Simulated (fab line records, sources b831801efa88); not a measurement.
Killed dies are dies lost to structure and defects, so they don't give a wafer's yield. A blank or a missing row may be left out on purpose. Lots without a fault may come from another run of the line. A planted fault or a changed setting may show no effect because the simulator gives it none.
Which tool did it? | flow gf180mcu | 14 lots, 42 wafers sampled, at 5 steps of a route of 602

WHAT THE GAUGES READ, wafer by wafer
GF_VT_IMPLANT_TW_MEAS_10.
lot  | measured    | on            | VT_IMPLANT_TW
L824 | day 5 17:34 | film_metro-03 | 562 561 560
L825 | day 6 00:29 | film_metro-03 | 564 564 560
L826 | day 6 03:44 | film_metro-03 | 565 561 565
L827 | day 6 12:19 | film_metro-02 | 557 557 557
L828 | day 6 15:40 | film_metro-03 | 562 561 565
L829 | day 6 22:31 | film_metro-03 | 566 566 563
L832 | day 7 20:50 | film_metro-03 | 565 563 564
L833 | day 8 00:01 | film_metro-04 | 550 549 546
L834 | day 8 07:53 | film_metro-04 | 548 552 550
L835 | day 8 12:53 | film_metro-02 | 556 554 556
L836 | day 8 19:37 | film_metro-04 | 548 548 551
L837 | day 8 22:49 | film_metro-03 | 559 559 560
L840 | day 9 13:28 | film_metro-04 | 553 553 550
L841 | day 9 21:36 | film_metro-04 | 551 551 550

GF_POLY_GATE_CD_MEAS_10: target cd 280 nm.
lot  | measured     | on        | cd_nm (nm)
L824 | day 9 08:19  | cd_sem-02 | 279.4 279.5 280.4
L825 | day 9 14:27  | cd_sem-01 | 280.1 279.5 279.1
L826 | day 9 16:04  | cd_sem-02 | 279.9 279.0 279.1
L827 | day 10 01:06 | cd_sem-01 | 279.1 279.6 280.0
L828 | day 10 06:01 | cd_sem-01 | 280.9 280.0 281.2
L829 | day 10 16:01 | cd_sem-01 | 279.6 279.0 279.4
L832 | day 11 15:30 | cd_sem-01 | 281.5 282.2 281.1
L833 | day 11 23:10 | cd_sem-02 | 281.1 280.2 280.0
L834 | day 12 05:08 | cd_sem-02 | 280.6 279.4 279.9
L835 | day 12 10:19 | cd_sem-01 | 280.5 280.9 280.6
L836 | day 12 17:34 | cd_sem-01 | 281.9 280.2 280.5
L837 | day 12 20:37 | cd_sem-01 | 281.2 281.0 280.7
L840 | day 13 17:40 | cd_sem-01 | 287.1 286.3 287.3
L841 | day 14 01:23 | cd_sem-02 | 288.3 287.8 287.2

GF_POLY_GATE_OVL_MEAS_11.
lot  | measured     | on         | POLY_GATE_OVL (nm)
L824 | day 9 08:26  | overlay-01 | -7 -1 -6
L825 | day 9 14:34  | overlay-02 | -1 0 7
L826 | day 9 16:10  | overlay-02 | 6 4 4
L827 | day 10 01:13 | overlay-02 | 1 -2 -4
L828 | day 10 06:08 | overlay-01 | 10 0 3
L829 | day 10 16:08 | overlay-01 | -4 -10 -12
L832 | day 11 15:35 | overlay-01 | -11 -6 -12
L833 | day 11 23:16 | overlay-02 | 1 1 4
L834 | day 12 05:14 | overlay-01 | 2 1 0
L835 | day 12 10:24 | overlay-02 | 0 -2 4
L836 | day 12 17:41 | overlay-02 | 5 -7 2
L837 | day 12 20:44 | overlay-02 | -7 -5 -1
L840 | day 13 17:47 | overlay-01 | -3 -1 4
L841 | day 14 01:28 | overlay-01 | -9 -10 -8

GF_HV_LDD_TW_MEAS_23.
lot  | measured     | on            | HV_LDD_2_TW
L824 | day 10 20:42 | film_metro-01 | 1052 1052 1054
L825 | day 11 02:54 | film_metro-02 | 1056 1060 1055
L826 | day 11 04:13 | film_metro-02 | 1058 1052 1055
L827 | day 11 17:51 | film_metro-01 | 1043 1048 1048
L828 | day 11 23:29 | film_metro-01 | 1044 1049 1045
L829 | day 12 08:21 | film_metro-04 | 1050 1051 1046
L832 | day 13 07:52 | film_metro-02 | 1062 1058 1054
L833 | day 13 16:07 | film_metro-01 | 1060 1055 1056
L834 | day 13 22:43 | film_metro-04 | 1041 1036 1040
L835 | day 14 02:58 | film_metro-01 | 1059 1057 1058
L836 | day 14 13:03 | film_metro-02 | 1057 1055 1057
L837 | day 14 15:08 | film_metro-01 | 1056 1056 1061
L840 | day 15 13:38 | film_metro-01 | 1050 1050 1056
L841 | day 15 22:01 | film_metro-04 | 1036 1037 1039

WHICH TOOL RAN EACH LOT (tool, then ch and the chambers of the sampled wafers, then the start)
lot  | GF_POLY_GATE_PEB_08
L824 | litho_track-04 ch 0, day 9 07:58
L825 | litho_track-01 ch 0, day 9 14:07
L826 | litho_track-01 ch 0, day 9 15:45
L827 | litho_track-01 ch 0, day 10 00:46
L828 | litho_track-04 ch 0, day 10 05:40
L829 | litho_track-04 ch 0, day 10 15:40
L832 | litho_track-03 ch 0, day 11 15:11
L833 | litho_track-03 ch 0, day 11 22:49
L834 | litho_track-04 ch 0, day 12 04:48
L835 | litho_track-04 ch 0, day 12 09:59
L836 | litho_track-03 ch 0, day 12 17:13
L837 | litho_track-04 ch 0, day 12 20:16
L840 | litho_track-04 ch 0, day 13 17:19
L841 | litho_track-04 ch 0, day 14 01:04
- GF_POLY_GATE_PEB_08: peb time 90 s.

WHAT THE TOOLS THEMSELVES READ (means of the sampled wafers that have a number; where no wafer has one, the mark that the record gives instead)
GF_POLY_GATE_PEB_08.
lot  | tool           | heater_power_total_W (W) | plate_temp_C (C)
L824 | litho_track-04 | 85.79                    | 135.13
L825 | litho_track-01 | 85.65                    | 135.00
L826 | litho_track-01 | 85.68                    | 135.07
L827 | litho_track-01 | 85.73                    | 135.10
L828 | litho_track-04 | 85.68                    | 135.09
L829 | litho_track-04 | 85.70                    | 135.07
L832 | litho_track-03 | 85.68                    | 134.83
L833 | litho_track-03 | 85.66                    | 135.14
L834 | litho_track-04 | 85.72                    | 135.13
L835 | litho_track-04 | 85.67                    | 135.10
L836 | litho_track-03 | 85.69                    | 134.97
L837 | litho_track-04 | 85.67                    | 135.01
L840 | litho_track-04 | 83.47                    | 132.36
L841 | litho_track-04 | 83.47                    | 132.43

THE ANSWER, worked out from the rows above alone
Rule: what is usual is taken from the lots themselves. Put in order of their means at a reading, lots are off if they are a third of the lots or fewer, leave a main group of 4 or more, and stand apart from it by a gap of 3 or more times the standard deviation of the main group's means; of several such gaps the widest counts. A main group whose means are all the same, to the digits that the tables above print for the reading, isn't used. A lot without any number at a reading at which 4 lots or more have one is off too. The other lots that the step has rows for count as sound. The gauges are gone through in route order, then the tools' own readings, and for those a lot's mean is taken as printed above. The first step at which some lot is off is used, and at that step the reading that is off furthest; a lot without a number counts as furthest.
Off: L840, L841, at GF_POLY_GATE_CD_MEAS_10 (cd_nm). The main group: mean 280.2 nm, standard deviation 0.71.
A tool fits if, at a process step before that reading, it ran every lot that is off, and no sound lot after the first of them. The gauges at GF_POLY_GATE_CD_MEAS_10 aren't tried: what is off there is off at GF_POLY_GATE_PEB_08 too, on other tools, and a gauge's error can't cause that. One fits: litho_track-04 at GF_POLY_GATE_PEB_08. Its last sound lot is L837 (day 12 20:16), its first lot that is off L840 (day 13 17:19): a fault that began between those two fits.
The tool's own readings at GF_POLY_GATE_PEB_08 bear it out: on the lots that are off they differ by more than 5 times the standard deviation of the sound lots' means. heater_power_total_W reads 83.47 W there against 85.69 W on the sound lots; plate_temp_C reads 132.40 C there against 135.05 C on the sound lots.

WHAT THE SIMULATOR HAD PUT IN
Process parameter drift: litho_track-04, from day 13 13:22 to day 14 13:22, at GF_POLY_GATE_PEB_08. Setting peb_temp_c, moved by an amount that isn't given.
Lots struck among those shown: L840, L841. The rule above found the same.
